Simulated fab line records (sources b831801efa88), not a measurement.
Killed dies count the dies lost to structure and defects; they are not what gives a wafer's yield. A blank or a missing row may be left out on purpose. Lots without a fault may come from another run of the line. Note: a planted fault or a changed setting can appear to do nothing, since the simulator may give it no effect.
2 desks, one fault ; flow sky130 ; only its own numbers are on each desk; what lay behind them is given at the end

METROLOGY DESK
Means of the sampled wafers that have a number, per lot and without regard to the tool the lot ran on: this is what the gauges read. If a lot's mean is further than 4 standard deviations from the usual mean, the lot is out of limits and carries the mark OUT (the distance appears in the brackets).
Columns: A = VIA1_BOW at SKY_VIA1_BOW_MEAS_03, usual 79 um
lot;first seen here;A
L850;day 33 17:40;80
L852;day 34 08:27;77
L853;day 34 18:35;87
L856;day 35 21:25;80
L857;day 36 02:07;77
L858;day 36 14:08;79
L865;day 38 14:00;81
L867;day 39 05:04;81
L868;day 39 18:35;89
L869;day 39 22:16;80
L870;day 40 03:14;71
This desk's finding: nothing out of limits on any of the 11 lots.

THE TOOL OWNER'S DESK: pvdSputter-04
The tool's own readings at SKY_METAL3_SPUTTER_02 (material AlCu, target thk 735 nm, time 39.1 s): means of the sampled wafers that have a number, for each lot that ran on this tool. If a lot's mean is further than 4 standard deviations from the usual mean, the lot is out of limits and carries the mark OUT (the distance appears in the brackets).
Columns: A = chamberPressurePa at SKY_METAL3_SPUTTER_02, usual 0.4000 Pa; B = throttleValvePct at SKY_METAL3_SPUTTER_02, usual 30.0 %
lot;first seen here;A;B
L852;day 37 19:49;0.4001;30.0
L853;day 38 05:04;0.4007;30.0
L858;day 39 23:18;0.4005;29.7
L867;day 42 09:46;0.4244 (+30) OUT;29.2
L868;day 42 22:29;0.4481 (+59) OUT;28.4
This desk's finding: out of limits on L867, L868; first on L867, day 42 09:46 (chamberPressurePa at SKY_METAL3_SPUTTER_02). L852, L853, L858: within limits.

ALL TOGETHER
On L867, L868, at day 42 09:46, an alarm was possible from the tool owner's desk.
From the metrology desk's view, nothing was out of limits.
The metrology desk has L867, L868 on record, within its limits.
The lots listed all ran SKY_METAL3_SPUTTER_02 on pvdSputter-04.

WHAT THE SIMULATOR HAD INSERTED
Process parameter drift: pvdSputter-04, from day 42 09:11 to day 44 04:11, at SKY_METAL3_SPUTTER_02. Setting chamberPressurePa shifted by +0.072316 from 0.4. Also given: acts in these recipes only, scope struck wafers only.
Struck lots among those shown: L867, L868.
How many hours passed from the start of the fault until each desk's first out-of-limits reading: the tool owner's desk, 1.
